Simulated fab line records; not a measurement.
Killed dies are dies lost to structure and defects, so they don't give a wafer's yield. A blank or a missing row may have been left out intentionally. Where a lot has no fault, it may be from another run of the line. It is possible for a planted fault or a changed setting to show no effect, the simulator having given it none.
A struck lot beside a sound one    flow sky130    15 steps out of a route of 708
Sound: wafers L965.1, L965.5, L965.6. Struck: wafers L969.1, L969.2, L969.4. At the end, the cause is stated.
Per side, at each step with rows, come the tool, then ch with its chambers, and then its first start. Under that, the readings that differ: sound wafers    struck wafers    difference of the means    sigmas: that difference in standard deviations of wafers without a fault.
alike: readings whose means differ by less than 2 such deviations, and words and numbers that are the same on both sides. not compared: withheld readings, readings that some wafer has no value for, bounds like >300 that may hide the same value, and numbers for which the record gives no deviation and whose values overlap.
Wherever a step has rows on one side only, a row that says differs or no value, or a row with sigmas, the two part there. Non-overlapping numbers with no deviation appear without sigmas and do not part them. A reading missing from all wafers of one side parts the sides only when that side holds two or more wafers.

first, 1 step without rows for these wafers: SKY_FIELD_ISO_CVD_03 (deposits Si3N4 from DCS/NH3, target thk 165 nm, time 2830 s).
SKY_FIELD_ISO_THK_MEAS_04:
  sound on filmMetro-04, day 2 21:23; struck on filmMetro-04, day 3 23:32
  alike: FIELD_ISO_CVD_03_THK
then, 8 steps without rows for these wafers: SKY_FIELD_ISO_DEHYDRATE_05 (time 60 s); SKY_FIELD_ISO_HMDS_06 (prime time 60 s); SKY_FIELD_ISO_COAT_07 (resist thk 60 nm); SKY_FIELD_ISO_COAT_08 (resist thk 450 nm); SKY_FIELD_ISO_SOFTBAKE_09 (time 90 s); SKY_FIELD_ISO_EXPOSE_10 (exposes mask FOM, target cd 150 nm); SKY_FIELD_ISO_PEB_11; SKY_FIELD_ISO_DEVELOP_12 (develop time 60 s).
SKY_FIELD_ISO_CD_MEAS_13: the cd target is 150 nm.
  sound on cdSem-02, day 3 13:10; struck on cdSem-02, day 4 16:04
  alike: cdNm
SKY_FIELD_ISO_ETCH_14: etches BARC in N2/H2, stops on SiO2, time 45.9 s, target depth 60 nm.
  sound on rieDiel-01 ch 0,3, day 3 13:17; struck on rieDiel-04 ch 0,1,3, day 4 16:11
  alike: drypumpMotorCurrentA, n2FlowSccm, oesProductAu, rfFwdPowerW, throttleValvePct
  not compared: rfHoursCounterH
SKY_FIELD_ISO_ETCH_15: etches the open film in CHF3/O2, stops on Si, target depth 180 nm, time 72 s.
  sound on rieDiel-01 ch 0,3, day 3 13:20; struck on rieDiel-04 ch 0,1,3, day 4 16:14
reading                                          sound              struck             difference  sigmas
rfFwdPowerW (W)                                  595.4 598.2 593.5  497.9 500.4 498.5  -96.8       -40
model.KrF-thick_of_FIELD_ISO_COAT_08.thkNm (nm)  236.8 238.1 232    239.7 243.9 244    +6.9        
  alike: drypumpMotorCurrentA, oesProductAu, throttleValvePct
  not compared: rfHoursCounterH
SKY_FIELD_ISO_STRIP_16: strips in O2/N2.
  sound on plasmaAsher-04 ch 0,1, day 3 13:23; struck on plasmaAsher-01 ch 0,1, day 4 16:17
reading                   sound           struck          difference  sigmas
stripTimeToEndpointS (s)  3.53 3.55 3.49  3.58 3.62 3.63  +0.09       +2
  alike: drypumpMotorCurrentA, n2FlowSccm, oesProductAu
  not compared: rfHoursCounterH
-- here the record skips 44 days between the struck wafers' starts before and after, leaving off in module FIELD_ISO and picking up in module PAD_OPEN (first step shown: number 708 of the route) --
SKY_PAD_OPEN_PROBE_99:
  sound on prober-02, day 47 11:46; struck on prober-01, day 48 18:41
  alike: killed_at_M0_to_M3, killed_at_M4_up, killedAtContacts, killedAtFrontEnd, killedAtOther, killedDies, killedOpen, killedShort

== WHERE THEY PART ==
First at SKY_FIELD_ISO_ETCH_15; last, within this record, at SKY_FIELD_ISO_STRIP_16. Later steps at which nothing parts them and some readings are alike: SKY_PAD_OPEN_PROBE_99.

WHY: whatever the simulator had introduced
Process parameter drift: rieDiel-04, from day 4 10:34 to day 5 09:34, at SKY_FIELD_ISO_ETCH_15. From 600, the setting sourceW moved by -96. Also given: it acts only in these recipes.
